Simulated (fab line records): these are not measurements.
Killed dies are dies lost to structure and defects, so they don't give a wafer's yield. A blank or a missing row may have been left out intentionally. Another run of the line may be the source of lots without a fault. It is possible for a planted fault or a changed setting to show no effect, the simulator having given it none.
Comparing a struck lot with a sound one || flow sky130 || 35 steps out of a route of 708
Sound: wafers L959.1, L959.3, L959.6. Struck: wafers L960.1, L960.3. (L960.2 of the same lot was not struck and is left out.) The cause comes at the end.
Each step with rows lists, per side, the tool, then ch with its chambers, then its first start. Under that, the readings that differ: sound wafers || struck wafers || difference of the means || sigmas: that difference in standard deviations of wafers without a fault.
alike: a reading whose means differ by less than 2 such deviations, as well as words and numbers matching on both sides. not compared: withheld readings; readings where some wafer has no value; bounds like >300 that might hide an equal value; numbers whose values overlap and for which the record gives no deviation.
A row with sigmas, a row that says differs or no value, or rows on one side alone: a step with any of these is where the two part. Non-overlapping numbers with no deviation appear without sigmas and do not part them. A reading missing from all wafers of one side parts the sides only when that side holds two or more wafers.

first, 10 steps without rows for these wafers: SKY_METAL1_DEHYDRATE_07 (time 60 s); SKY_METAL1_HMDS_08 (prime time 60 s); SKY_METAL1_COAT_09 (resist thk 60 nm); SKY_METAL1_COAT_10 (resist thk 450 nm); SKY_METAL1_SOFTBAKE_11 (time 90 s); SKY_METAL1_EXPOSE_12 (exposes mask MM1, target cd 140 nm); SKY_METAL1_PEB_13; SKY_METAL1_DEVELOP_14 (develop time 60 s); SKY_METAL1_DESCUM_17 (chemistry O2, time 8 s); SKY_METAL1_ETCH_18 (etches BARC in N2/H2, stops on SiO2, time 45.9 s, target depth 60 nm).
SKY_METAL1_METAL_ETCH_19: etches the open film in Cl2/BCl3, stops on SiO2, target depth 360 nm, time 78 s.
  sound on rie-metal-02 ch 0,1, day 35 17:14; struck on rie-metal-02 ch 0, day 36 14:29
  alike: drypump-motor-current-A, oes-product-au, throttle-valve-pct
  not compared: rf-hours-counter-h
then, 23 steps without rows for these wafers: SKY_METAL1_STRIP_20 (strips in O2/N2); SKY_METAL1_STRIP_21 (strips in post etch residue remover, time 1200 s); SKY_METAL1_CLEAN_22 (cleans in IPA, time 180 s); SKY_METAL1_CLEAN_23 (cleans in O3/DIW); SKY_VIA1_HDPCVD_00 (deposits SiO2, target thk 1030 nm, time 171.7 s); SKY_VIA1_CMP_02 (polishes SiO2); SKY_VIA1_DEHYDRATE_04 (time 60 s); SKY_VIA1_HMDS_05 (prime time 60 s); SKY_VIA1_COAT_06 (resist thk 60 nm); SKY_VIA1_COAT_07 (resist thk 450 nm); SKY_VIA1_SOFTBAKE_08 (time 90 s); SKY_VIA1_EXPOSE_09 (exposes mask VIM, target cd 150 nm); SKY_VIA1_PEB_10; SKY_VIA1_DEVELOP_11 (develop time 60 s); SKY_VIA1_ETCH_14 (etches BARC in N2/H2, stops on SiO2, time 45.9 s, target depth 60 nm); SKY_VIA1_ETCH_15 (etches SiO2 in C4F8/O2/Ar, stops on TiN, target depth 351 nm, time 54 s); SKY_VIA1_STRIP_16 (strips in O2/N2); SKY_VIA1_STRIP_17 (strips in post etch residue remover, time 1200 s); SKY_VIA1_CLEAN_18 (cleans in IPA, time 180 s); SKY_VIA1_CLEAN_19 (cleans in O3/DIW); SKY_VIA1_SPUTTER_20 (material TiN, target thk 20 nm, time 80 s); SKY_VIA1_CVD_21 (deposits W, target thk 270 nm, time 80.902 s); SKY_VIA1_CMP_24 (polishes, stops on SiO2, t overpolish 15 s, target thk 0 nm).
-- the record jumps here: 12 days lie between the struck wafers' starts before and after (it left off in module VIA1 and takes up again in module PAD_OPEN, whose first step shown is number 708 of the route) --
SKY_PAD_OPEN_PROBE_99:
  struck on prober-02, day 49 02:02; sound on prober-01, day 48 08:34
{"reading": "hold", "sound": "- - -", "struck": "await-dispo/2.9h/release await-dispo/2.9h/release", "difference": "no value on the sound wafers", "sigmas": ""}
{"reading": "defect-limited-yield (%)", "sound": "85.2 83.1 81.1", "struck": "70.3 70.5", "difference": -12.7, "sigmas": -6}
{"reading": "killed_at_M0_to_M3", "sound": "40 42 40", "struck": "101 99", "difference": "+59", "sigmas": "+9"}
{"reading": "killed-dies", "sound": "73 83 93", "struck": "146 145", "difference": "+62", "sigmas": "+6"}
{"reading": "sort_bin_3_pad_short (%)", "sound": "0.4 0.8 1.2", "struck": "5.3 4.7", "difference": "+4.2", "sigmas": "+11"}
{"reading": "sort_bin_5_function (%)", "sound": "11.0 9.6 9.8", "struck": "19.3 18.1", "difference": "+8.6", "sigmas": "+6"}
{"reading": "sort-n-pass", "sound": "419 409 399", "struck": "346 347", "difference": -62, "sigmas": -6}
{"reading": "sort-yield-pct (%)", "sound": "85.2 83.1 81.1", "struck": "70.3 70.5", "difference": -12.7, "sigmas": -6}
{"reading": "model.etest.tester.sort-n-pass", "sound": "419 409 399", "struck": "346 347", "difference": -62, "sigmas": ""}
{"reading": "model.etest.tester.sort-yield-pct (%)", "sound": "85.16 83.13 81.1", "struck": "70.33 70.53", "difference": -12.70, "sigmas": ""}
{"reading": "model.etest.tester.sort_bin_5_pct (%)", "sound": "10.98 9.553 9.756", "struck": "19.31 18.09", "difference": "+8.60", "sigmas": ""}
{"reading": "model.etest.tester.sort_bin_3_pct (%)", "sound": "0.4065 0.813 1.22", "struck": "5.285 4.675", "difference": "+4.167", "sigmas": ""}
  alike: killed_at_M4_up, killed-at-contacts, killed-at-front-end, killed-at-other, killed-open, killed-short, sort_bin_6_memory

== WHERE THEY PART ==
Only at SKY_PAD_OPEN_PROBE_99, as far as this record shows.

WHY: what had been put in by the simulator
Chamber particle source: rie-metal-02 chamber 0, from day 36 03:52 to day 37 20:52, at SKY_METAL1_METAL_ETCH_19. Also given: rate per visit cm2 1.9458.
